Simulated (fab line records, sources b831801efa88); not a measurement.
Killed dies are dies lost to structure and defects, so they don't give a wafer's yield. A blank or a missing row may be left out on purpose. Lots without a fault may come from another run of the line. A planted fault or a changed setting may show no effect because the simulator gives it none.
Which tool did it? | flow gf180mcu | 13 lots, 39 wafers sampled, at 3 steps of a route of 602

WHAT THE GAUGES READ, wafer by wafer
GF_HV_LDD_CD_MEAS_19: target cd 400 nm.
lot  | measured     | on        | cd_nm (nm)
L470 | day 11 07:14 | cd_sem-02 | 399.7 399.3 399.8
L468 | day 11 08:11 | cd_sem-02 | 401.8 401.2 401.7
L467 | day 11 09:47 | cd_sem-02 | 399.1 398.8 396.2
L471 | day 11 13:26 | cd_sem-02 | 399.1 399.5 400.3
L472 | day 11 14:55 | cd_sem-01 | 396.4 397.8 398.5
L473 | day 11 23:22 | cd_sem-02 | 402.0 402.4 399.9
L477 | day 12 23:21 | cd_sem-01 | 372.1 400.8 400.6 372.3 401.2 400.6
L478 | day 13 06:56 | cd_sem-01 | 402.5 371.8 397.0 402.4 371.8 397.1
L485 | day 15 17:29 | cd_sem-01 | 401.1 402.9 402.2
L487 | day 16 11:32 | cd_sem-01 | 395.5 399.4 399.1
L488 | day 16 18:45 | cd_sem-01 | 400.2 401.1 399.5
L489 | day 17 05:07 | cd_sem-02 | 395.6 399.2 397.4
L490 | day 17 11:49 | cd_sem-01 | 399.2 401.4 400.0

GF_V2_RS_MEAS_24: measures by four-point-probe.
lot  | measured     | on            | V2_W_RS (ohm/sq)
L470 | day 21 00:16 | film_metro-03 | 0.323 0.324 0.326
L468 | day 21 03:25 | film_metro-02 | 0.328 0.329 0.327
L467 | day 21 06:11 | film_metro-02 | 0.328 0.321 0.321
L471 | day 21 09:16 | film_metro-02 | 0.326 0.326 0.327
L472 | day 21 11:12 | film_metro-03 | 0.314 0.321 0.318
L473 | day 21 19:09 | film_metro-03 | 0.321 0.320 0.324
L477 | day 23 01:52 | film_metro-02 | 0.328 0.329 0.330
L478 | day 23 09:46 | film_metro-03 | 0.323 0.327 0.328
L485 | day 26 00:58 | film_metro-02 | 0.324 0.323 0.321
L487 | day 26 15:58 | film_metro-01 | 0.324 0.322 0.320
L488 | day 26 22:22 | film_metro-02 | 0.321 0.328 0.326
L489 | day 27 09:05 | film_metro-02 | 0.330 0.324 0.320
L490 | day 27 13:08 | film_metro-01 | 0.323 0.336 0.331

WHICH TOOL RAN EACH LOT (tool, then ch and the chambers of the sampled wafers, then the start)
lot  | GF_HV_LDD_DEVELOP_18
L470 | litho_track-01 ch 0, day 11 07:05
L468 | litho_track-02 ch 0, day 11 08:02
L467 | litho_track-02 ch 0, day 11 09:38
L471 | litho_track-01 ch 0, day 11 13:17
L472 | litho_track-02 ch 0, day 11 14:47
L473 | litho_track-02 ch 0, day 11 23:14
L477 | litho_track-02 ch 0, day 12 23:13
L478 | litho_track-02 ch 0, day 13 06:47
L485 | litho_track-03 ch 0, day 15 17:20
L487 | litho_track-02 ch 0, day 16 11:23
L488 | litho_track-03 ch 0, day 16 18:37
L489 | litho_track-03 ch 0, day 17 04:59
L490 | litho_track-01 ch 0, day 17 11:41
- GF_HV_LDD_DEVELOP_18: develop time 60 s.

WHAT THE TOOLS THEMSELVES READ (means of the sampled wafers that have a number; where no wafer has one, the mark that the record gives instead)
GF_HV_LDD_DEVELOP_18.
lot  | tool           | exhaust_pa (Pa)
L470 | litho_track-01 | 44.9
L468 | litho_track-02 | 46.0
L467 | litho_track-02 | 45.1
L471 | litho_track-01 | 45.9
L472 | litho_track-02 | 46.2
L473 | litho_track-02 | 43.7
L477 | litho_track-02 | 44.3
L478 | litho_track-02 | 46.2
L485 | litho_track-03 | 45.9
L487 | litho_track-02 | 45.3
L488 | litho_track-03 | 44.3
L489 | litho_track-03 | 44.6
L490 | litho_track-01 | 43.6

THE ANSWER, worked out from the rows above alone
Rule: what is usual is taken from the lots themselves. Put in order of their means at a reading, lots are off if they are a third of the lots or fewer, leave a main group of 4 or more, and stand apart from it by a gap of 3 or more times the standard deviation of the main group's means; of several such gaps the widest counts. A main group whose means are all the same, to the digits that the tables above print for the reading, isn't used. A lot without any number at a reading at which 4 lots or more have one is off too. The other lots that the step has rows for count as sound. The gauges are gone through in route order, then the tools' own readings, and for those a lot's mean is taken as printed above. The first step at which some lot is off is used, and at that step the reading that is off furthest; a lot without a number counts as furthest.
Off: L477, L478, at GF_HV_LDD_CD_MEAS_19 (cd_nm). The main group: mean 399.6 nm, standard deviation 1.6.
A tool fits if, at a process step before that reading, it ran every lot that is off, and no sound lot after the first of them. The gauges at GF_HV_LDD_CD_MEAS_19 are tried like those tools. None of those tried fits.

WHAT THE SIMULATOR HAD PUT IN
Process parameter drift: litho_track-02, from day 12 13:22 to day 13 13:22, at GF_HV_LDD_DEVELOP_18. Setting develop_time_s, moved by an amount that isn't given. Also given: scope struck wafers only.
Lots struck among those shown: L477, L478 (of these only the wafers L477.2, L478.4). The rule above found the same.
